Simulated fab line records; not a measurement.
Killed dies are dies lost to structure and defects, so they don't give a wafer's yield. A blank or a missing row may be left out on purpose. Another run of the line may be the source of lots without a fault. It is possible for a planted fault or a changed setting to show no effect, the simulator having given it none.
2 desks, one fault | flow sky130 | what lay behind the numbers comes last; until then each desk has only its own

## FROM THE METROLOGY DESK
Means of the sampled wafers that have a number, per lot and without regard to the tool the lot ran on: this is what the gauges read. Marked OUT: a lot whose mean sits more than 4 standard deviations from the usual mean, which makes it out of limits; the brackets give that distance.
Columns: A = cd_nm at SKY_SONOS_TUNNEL_CD_MEAS_07, usual 410.4 nm; B = METAL1_OVL at SKY_METAL1_OVL_MEAS_16, usual -4 nm; C = VIA2_OVL at SKY_VIA2_OVL_MEAS_13, usual 0 nm
lot  | first seen here | A                | B   | C
L990 | day 11 23:05    | 412.4            | -2  | 1
L991 | day 12 05:41    | 405.8            | -1  | 4
L993 | day 13 05:50    | 408.7            | -8  | 1
L994 | day 13 06:59    | 411.1            | 3   | 2
L995 | day 13 11:32    | 409.9            | -1  | -3
L999 | day 14 18:49    | 391.8 (-8.5) OUT | -7  | -3
L100 | day 15 02:42    | 412.8            | -12 | 2
L101 | day 15 09:54    | 397.9 (-5.7) OUT | -3  | 5
L106 | day 17 02:59    | 411.3            | 0   | -2
L108 | day 17 23:14    | 410.5            | 8   | -2
L111 | day 18 14:47    | 410.8            | -11 | 2
L110 | day 18 15:43    | 411.7            | -5  | 1
This desk's verdict: out of limits on L101, L999, starting with L999 at day 14 18:49 (cd_nm at SKY_SONOS_TUNNEL_CD_MEAS_07). L990, L991, L993, L994, L995, L100, L106, L108, L111, L110: within limits.

## FOR THE TOOL OWNER'S DESK: iline_stepper-02
The tool's own readings at SKY_SONOS_TUNNEL_EXPOSE_04 (exposes mask TUNM, target cd 410 nm): means of the sampled wafers that have a number, for each lot that ran on this tool. Marked OUT: a lot whose mean sits more than 4 standard deviations from the usual mean, which makes it out of limits; the brackets give that distance.
Columns: A = exposure_dose_mJ_cm2 at SKY_SONOS_TUNNEL_EXPOSE_04, usual 136.01; B = focus_offset_nm at SKY_SONOS_TUNNEL_EXPOSE_04, usual 0.0 nm
lot  | first seen here | A                | B
L995 | day 13 00:07    | 135.94           | -0.2
L999 | day 14 05:47    | 126.73 (-66) OUT | 0.3
L101 | day 14 20:16    | 128.59 (-53) OUT | 0.5
This desk's verdict: out of limits on L101, L999, starting with L999 at day 14 05:47 (exposure_dose_mJ_cm2 at SKY_SONOS_TUNNEL_EXPOSE_04). L995: within limits.

## BROUGHT TOGETHER
On L101, L999, at day 14 05:47, an alarm was possible from the tool owner's desk.
At day 14 18:49 the metrology desk could have sounded an alarm, on L101, L999.
All the named lots went through SKY_SONOS_TUNNEL_EXPOSE_04 on iline_stepper-02.

## WHAT THE SIMULATOR PUT IN
Drift in process parameters on iline_stepper-02 at SKY_SONOS_TUNNEL_EXPOSE_04, starting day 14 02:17. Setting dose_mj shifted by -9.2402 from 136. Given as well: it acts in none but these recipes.
Lots struck among those shown: L101, L999.
Time in hours from fault onset to the first out-of-limits reading at each desk: tool owner's desk 4, metrology desk 17.
